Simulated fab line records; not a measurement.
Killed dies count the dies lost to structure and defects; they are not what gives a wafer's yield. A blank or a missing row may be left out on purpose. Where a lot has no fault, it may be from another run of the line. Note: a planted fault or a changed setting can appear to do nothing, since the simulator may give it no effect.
A lot that was struck, set against a sound lot | flow sky130 | 43 steps out of a route of 708
Sound: these wafers, L240.1, L240.2, L240.3. Struck: wafer L252.6 (L252.3, L252.5, from the same lot, were not struck and are left out); the cause is given at the end.
Each step with rows lists, per side, the tool, then ch with its chambers, then its first start. Under that, the readings that differ: sound wafers | struck wafers | difference of the means | sigmas: that difference in standard deviations of wafers without a fault.
alike: a reading whose means differ by less than 2 such deviations, as well as words and numbers matching on both sides. not compared: withheld readings; readings where some wafer has no value; bounds like >300 that might hide an equal value; numbers whose values overlap and for which the record gives no deviation.
A row with sigmas, a row that says differs or no value, or rows on one side alone: a step with any of these is where the two part. Numbers that have no deviation but don't overlap get no sigmas and don't part them. A reading missing from all wafers of one side parts the sides only when that side holds two or more wafers.

first, 1 step without rows for these wafers: SKY_FIELD_ISO_CVD_03 (deposits Si3N4 from DCS/NH3, target thk 165 nm, time 2830 s).
SKY_FIELD_ISO_THK_MEAS_04:
  sound: film metro-03 at day 3 00:29; struck: film metro-04 at day 5 12:49
  alike: FIELD_ISO_CVD_03_THK
then, 8 steps without rows for these wafers: SKY_FIELD_ISO_DEHYDRATE_05 (time 60 s); SKY_FIELD_ISO_HMDS_06 (prime time 60 s); SKY_FIELD_ISO_COAT_07 (resist thk 60 nm); SKY_FIELD_ISO_COAT_08 (resist thk 450 nm); SKY_FIELD_ISO_SOFTBAKE_09 (time 90 s); SKY_FIELD_ISO_EXPOSE_10 (exposes mask FOM, target cd 150 nm); SKY_FIELD_ISO_PEB_11; SKY_FIELD_ISO_DEVELOP_12 (develop time 60 s).
SKY_FIELD_ISO_CD_MEAS_13 targets a cd of 150 nm.
  sound: cd sem-02 at day 3 16:03; struck: cd sem-02 at day 6 06:56
  alike: cd nm
SKY_FIELD_ISO_ETCH_14: etches BARC in N2/H2, stops on SiO2, time 45.9 s, target depth 60 nm.
  sound on rie diel-04 ch 0,1,3, day 3 16:10; struck on rie diel-01 ch 0, day 6 07:01
  alike: drypump motor current A, oes product au, throttle valve pct
  not compared: rf hours counter h
SKY_FIELD_ISO_ETCH_15: etches the open film in CHF3/O2, stops on Si, target depth 180 nm, time 72 s.
  sound on rie diel-04 ch 0,1,3, day 3 16:13; struck on rie diel-01 ch 0, day 6 07:04
  reading               | sound             | struck | difference | sigmas
  oes product au (a.u.) | 0.951 0.954 0.959 | 0.940  | -0.015     | -2
  alike: O2_flow_sccm, drypump motor current A, throttle valve pct
  not compared: rf hours counter h
SKY_FIELD_ISO_STRIP_16: strips in O2/N2.
  sound on plasma asher-01 ch 0,1, day 3 16:16; struck on plasma asher-01 ch 0, day 6 07:09
  alike: drypump motor current A, oes product au, strip time to endpoint s
  not compared: rf hours counter h
SKY_FIELD_ISO_ETCH_17: etches Si in HBr/Cl2/O2, target depth 342 nm, time 97.7 s.
  sound on rie si-01 ch 0,2,3, day 3 16:22; struck on rie si-02 ch 3, day 6 07:13
  alike: HBr_flow_sccm, O2_flow_sccm, drypump motor current A, oes product au, throttle valve pct
  not compared: rf hours counter h
then, 5 steps without rows for these wafers: SKY_FIELD_ISO_WET_ETCH_18 (etches Si3N4 in H3PO4, target depth 25 nm, time 286 s); SKY_FIELD_ISO_CLEAN_19 (cleans in SC1/SC2, time 150 s); SKY_FIELD_ISO_CLEAN_20 (cleans in dHF, time 20 s); SKY_FIELD_ISO_WET_ETCH_21 (etches SiO2 in dHF, target depth 20 nm, time 400 s); SKY_FIELD_ISO_OXIDATION_22 (stabilise 600 s, purge 300 s, target thk 10 nm).
SKY_FIELD_ISO_THK_MEAS_23:
  sound: film metro-02 at day 3 17:56; struck: film metro-04 at day 6 10:01
  alike: FIELD_ISO_OXIDATION_01_THK
then, 1 step without rows for these wafers: SKY_FIELD_ISO_CVD_24 (deposits SiO2, target thk 595 nm, time 99.2 s).
SKY_FIELD_ISO_THK_MEAS_25:
  sound: film metro-03 at day 3 18:04; struck: film metro-02 at day 6 10:09
  alike: FIELD_ISO_CVD_24_THK
then, 1 step without rows for these wafers: SKY_FIELD_ISO_ANNEAL_26 (time 1800 s).
SKY_FIELD_ISO_CMP_27: polishes, stops on Si3N4, t overpolish 16 s, target thk 457.8 nm.
  sound on cmp-02 ch 0,1,3, day 3 20:08; struck on cmp-01 ch 0, day 6 12:56
  reading                 | sound             | struck | difference | sigmas
  edge zone pressure frac | 0.990 0.998 1.002 | 1.009  | +0.012     | +2
  alike: motor current A, overpolish run s, platen rpm, retaining ring pressure frac, time to endpoint s
then, 5 steps without rows for these wafers: SKY_FIELD_ISO_WET_ETCH_28 (etches SiO2 in dHF, target depth 23.7 nm, time 47 s); SKY_FIELD_ISO_WET_ETCH_29 (etches Si3N4 in H3PO4, target depth 160 nm, time 1825 s); SKY_FIELD_ISO_WET_ETCH_30 (etches SiO2 in dHF, target depth 25 nm, time 50 s); SKY_NWELL_CLEAN_00 (cleans in SC1/SC2, time 150 s); SKY_NWELL_OXIDATION_01 (stabilise 600 s, purge 300 s, target thk 10 nm).
SKY_NWELL_THK_MEAS_02:
  sound: film metro-01 at day 3 22:29; struck: film metro-01 at day 6 16:31
  reading                  | sound            | struck | difference | sigmas
  NWELL_OXIDATION_THK (nm) | 10.39 9.90 10.17 | 9.58   | -0.57      | -3
then, 8 steps without rows for these wafers: SKY_DNWELL_DEHYDRATE_00 (time 60 s); SKY_DNWELL_HMDS_01 (prime time 60 s); SKY_DNWELL_COAT_02 (resist thk 3000 nm); SKY_DNWELL_SOFTBAKE_03; SKY_DNWELL_EXPOSE_04 (exposes mask DNM, target cd 3000 nm); SKY_DNWELL_PEB_05; SKY_DNWELL_DEVELOP_06 (develop time 60 s); SKY_DNWELL_IMPLANT_07.
SKY_DNWELL_STRIP_08: strips in O2/N2.
  sound on plasma asher-04 ch 0,1, day 4 15:16; struck on plasma asher-03 ch 1, day 7 09:29
  reading                     | sound       | struck | difference | sigmas
  drypump motor current A (A) | 5.8 6.1 6.1 | 5.2    | -0.8       | -2
  alike: oes product au, strip time to endpoint s
  not compared: rf hours counter h
SKY_DNWELL_TW_MEAS_09:
  sound: film metro-04 at day 4 15:22; struck: film metro-03 at day 7 09:34
  alike: DNWELL_TW
then, 1 step without rows for these wafers: SKY_PWDE_DEHYDRATE_00 (time 60 s).
-- the record jumps here: 44 days lie between the struck wafers' starts before and after (it left off in module PWDE and takes up again in module PAD_OPEN, whose first step shown is number 708 of the route) --
SKY_PAD_OPEN_PROBE_99:
  sound: prober-02 at day 48 05:47; struck: prober-01 at day 50 22:35
  reading             | sound    | struck | difference | sigmas
  killed at front end | 15 21 23 | 55     | +35        | +8
  killed dies         | 76 87 96 | 123    | +37        | +4
  alike: killed_at_M0_to_M3, killed_at_M4_up, killed at contacts, killed at other, killed open, killed short

WHERE THEY PART
First at SKY_FIELD_ISO_ETCH_15; last, within this record, at SKY_PAD_OPEN_PROBE_99.

WHY: whatever the simulator had introduced
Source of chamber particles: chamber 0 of rie diel-01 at SKY_FIELD_ISO_ETCH_15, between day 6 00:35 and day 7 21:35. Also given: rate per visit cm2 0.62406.
